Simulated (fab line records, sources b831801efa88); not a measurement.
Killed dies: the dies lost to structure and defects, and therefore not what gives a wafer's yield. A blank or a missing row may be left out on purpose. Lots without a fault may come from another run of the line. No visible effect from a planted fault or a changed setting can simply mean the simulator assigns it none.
One fault through the eyes of 2 desks + flow sky130 + only its own numbers are on each desk; what lay behind them is given at the end

TOOL OWNER'S DESK, litho track-04
The tool's own readings at SKY_PASSIVATION_COAT_06 (resist thk 3000 nm): means of the sampled wafers that have a number, for each lot that ran on this tool. If a lot's mean is further than 4 standard deviations from the usual mean, the lot is out of limits and carries the mark OUT (the distance appears in the brackets).
Columns: A = dispense pressure kPa at SKY_PASSIVATION_COAT_06, usual 47.8 kPa; B = spin speed rpm at SKY_PASSIVATION_COAT_06, usual 2000.2 rpm
| lot  | first seen here | A    | B                        |
|------|-----------------|------|--------------------------|
| L839 | day 44 18:04    | 48.1 | 2001.2                   |
| L841 | day 45 06:50    | 48.2 | 2000.3                   |
| L844 | day 46 00:35    | 48.2 | 2000.0                   |
| L847 | day 46 18:46    | 48.1 | 1999.3                   |
| L855 | day 49 13:53    | 48.1 | 2221.1 (+99 or more) OUT |
| L857 | day 49 16:04    | 48.1 | 2221.8 (+99 or more) OUT |
This desk finds L855, L857 out of limits, L855 being first, at day 49 13:53 (spin speed rpm at SKY_PASSIVATION_COAT_06). L839, L841, L844, L847: within limits.

AT THE METROLOGY DESK
What the gauges read for every lot (on any tool): the sampled wafers with a number, averaged. If a lot's mean is further than 4 standard deviations from the usual mean, the lot is out of limits and carries the mark OUT (the distance appears in the brackets).
Columns: A = cd nm at SKY_METAL1_CD_MEAS_15, usual 140.0 nm; B = VIA1_OVL at SKY_VIA1_OVL_MEAS_13, usual 0 nm
| lot  | first seen here | A     | B  |
|------|-----------------|-------|----|
| L838 | day 32 12:29    | 140.3 | -3 |
| L839 | day 33 08:05    | 137.5 | -2 |
| L840 | day 33 15:37    | 139.5 | 4  |
| L841 | day 33 22:50    | 140.3 | 3  |
| L844 | day 34 21:42    | 143.0 | 7  |
| L847 | day 36 00:00    | 140.9 | 1  |
| L850 | day 36 16:26    | 140.0 | -8 |
| L855 | day 39 15:50    | 139.8 | -2 |
| L857 | day 39 17:08    | 140.7 | -2 |
| L860 | day 39 18:20    | 139.9 | -2 |
| L859 | day 39 21:26    | 139.3 | -1 |
Finding of this desk: none of the 11 lots has anything out of limits.

PUT TOGETHER
At day 49 13:53, on L855, L857, the tool owner's desk was in a position to raise an alarm.
Metrology desk: nothing out of limits seen.
The metrology desk holds a record of L855, L857, inside its limits.
All the named lots went through SKY_PASSIVATION_COAT_06 on litho track-04.

WHAT WAS PUT IN BY THE SIMULATOR
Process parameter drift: litho track-04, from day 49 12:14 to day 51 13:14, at SKY_PASSIVATION_COAT_06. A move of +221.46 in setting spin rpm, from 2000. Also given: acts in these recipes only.
Lots struck among those shown: L855, L857.
Hours from the fault's start to each desk's first reading out of limits: the tool owner's desk, 2.
